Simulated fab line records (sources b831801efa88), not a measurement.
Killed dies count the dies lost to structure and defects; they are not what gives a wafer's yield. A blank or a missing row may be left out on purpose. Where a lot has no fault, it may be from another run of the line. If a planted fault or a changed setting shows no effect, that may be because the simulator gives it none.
Comparing a struck lot with a sound one | flow sky130 | 43 steps out of a route of 708
Sound: these wafers, L265.2, L265.3, L265.6. Struck: wafers L276.2, L276.5, L276.6. The cause is given at the end.
Per side, at each step with rows, come the tool, then ch with its chambers, and then its first start. Under that, the readings that differ: sound wafers | struck wafers | difference of the means | sigmas: that difference in standard deviations of wafers without a fault.
alike: words and numbers the same on both sides, and readings whose means are apart by under 2 such deviations; not compared: readings that were withheld, readings missing a value for some wafer, numbers with overlapping values and no deviation given by the record, and bounds like >300 which may hide the same value.
The two part at a step that has a row with sigmas, a row that says differs or no value, or rows on one side only. Non-overlapping numbers with no deviation appear without sigmas and do not part them. A reading missing from all wafers of one side parts the sides only when that side holds two or more wafers.

first, 3 steps without rows for these wafers: SKY_FIELD_ISO_WET_ETCH_30 (etches SiO2 in dHF, target depth 25 nm, time 50 s); SKY_NWELL_CLEAN_00 (cleans in SC1/SC2, time 150 s); SKY_NWELL_OXIDATION_01 (stabilise 600 s, purge 300 s, target thk 10 nm).
SKY_NWELL_THK_MEAS_02:
  sound on film metro-03, day 4 12:55; struck on film metro-04, day 6 20:28
  alike: NWELL_OXIDATION_THK
then, 8 steps without rows for these wafers: SKY_DNWELL_DEHYDRATE_00 (time 60 s); SKY_DNWELL_HMDS_01 (prime time 60 s); SKY_DNWELL_COAT_02 (resist thk 3000 nm); SKY_DNWELL_SOFTBAKE_03; SKY_DNWELL_EXPOSE_04 (exposes mask DNM, target cd 3000 nm); SKY_DNWELL_PEB_05; SKY_DNWELL_DEVELOP_06 (develop time 60 s); SKY_DNWELL_IMPLANT_07.
SKY_DNWELL_STRIP_08: strips in O2/N2.
  sound on plasma asher-02 ch 1, day 5 05:42; struck on plasma asher-01 ch 0,1, day 7 16:50
  alike: drypump motor current A, oes product au, strip time to endpoint s
  not compared: rf hours counter h
SKY_DNWELL_TW_MEAS_09:
  sound on film metro-03, day 5 05:49; struck on film metro-02, day 7 16:56
  alike: DNWELL_TW
then, 7 steps without rows for these wafers: SKY_PWDE_DEHYDRATE_00 (time 60 s); SKY_PWDE_HMDS_01 (prime time 60 s); SKY_PWDE_COAT_02 (resist thk 3000 nm); SKY_PWDE_SOFTBAKE_03; SKY_PWDE_EXPOSE_04 (exposes mask PWDEM, target cd 840 nm); SKY_PWDE_PEB_05; SKY_PWDE_DEVELOP_06 (develop time 60 s).
SKY_PWDE_OVL_MEAS_07:
  sound on overlay-02, day 6 00:03; struck on overlay-01, day 8 13:30
  alike: PWDE_OVL
after that, 1 step had no rows for these wafers: SKY_PWDE_IMPLANT_08.
SKY_PWDE_STRIP_09: strips in O2/N2.
  sound on plasma asher-03 ch 0,1, day 6 00:14; struck on plasma asher-02 ch 0,1, day 8 13:41
  alike: drypump motor current A, oes product au, strip time to endpoint s
  not compared: rf hours counter h
SKY_PWDE_TW_MEAS_10:
  sound on film metro-04, day 6 00:21; struck on film metro-04, day 8 13:47
  alike: PWDE_TW
then, 7 steps without rows for these wafers: SKY_NWELL_DEHYDRATE_03 (time 60 s); SKY_NWELL_HMDS_04 (prime time 60 s); SKY_NWELL_COAT_05 (resist thk 3000 nm); SKY_NWELL_SOFTBAKE_06; SKY_NWELL_EXPOSE_07 (exposes mask NWM, target cd 840 nm); SKY_NWELL_PEB_08; SKY_NWELL_DEVELOP_09 (develop time 60 s).
SKY_NWELL_OVL_MEAS_10:
  sound on overlay-01, day 6 19:06; struck on overlay-02, day 9 10:59
  reading           | sound          | struck      | difference | sigmas
  NWELL_00_OVL (nm) | -1.0 -2.4 -2.7 | 0.8 0.5 1.7 | +3.0       | +2
then, 3 steps without rows for these wafers: SKY_NWELL_IMPLANT_11; SKY_NWELL_IMPLANT_12; SKY_NWELL_IMPLANT_13.
SKY_NWELL_STRIP_14: strips in O2/N2.
  sound on plasma asher-03 ch 0, day 6 19:35; struck on plasma asher-01 ch 0,1, day 9 11:28
  alike: drypump motor current A, oes product au, strip time to endpoint s
  not compared: rf hours counter h
SKY_NWELL_TW_MEAS_15:
  sound on film metro-03, day 6 19:41; struck on film metro-04, day 9 11:35
  alike: NWELL_TW
then, 4 steps without rows for these wafers: SKY_NWELL_DEHYDRATE_16 (time 60 s); SKY_NWELL_HMDS_17 (prime time 60 s); SKY_NWELL_COAT_18 (resist thk 3000 nm); SKY_NWELL_SOFTBAKE_19.
-- the record jumps here: 41 days lie between the struck wafers' starts before and after (it left off in module NWELL and takes up again in module PAD_OPEN, whose first step shown is number 708 of the route) --
SKY_PAD_OPEN_PROBE_99:
  only the struck wafers here have rows in the record (prober-02, day 50 08:36); the sound ones have none

== WHERE THEY PART ==
First at SKY_NWELL_OVL_MEAS_10; last, within this record, at SKY_PAD_OPEN_PROBE_99.

WHY: the cause the simulator had injected
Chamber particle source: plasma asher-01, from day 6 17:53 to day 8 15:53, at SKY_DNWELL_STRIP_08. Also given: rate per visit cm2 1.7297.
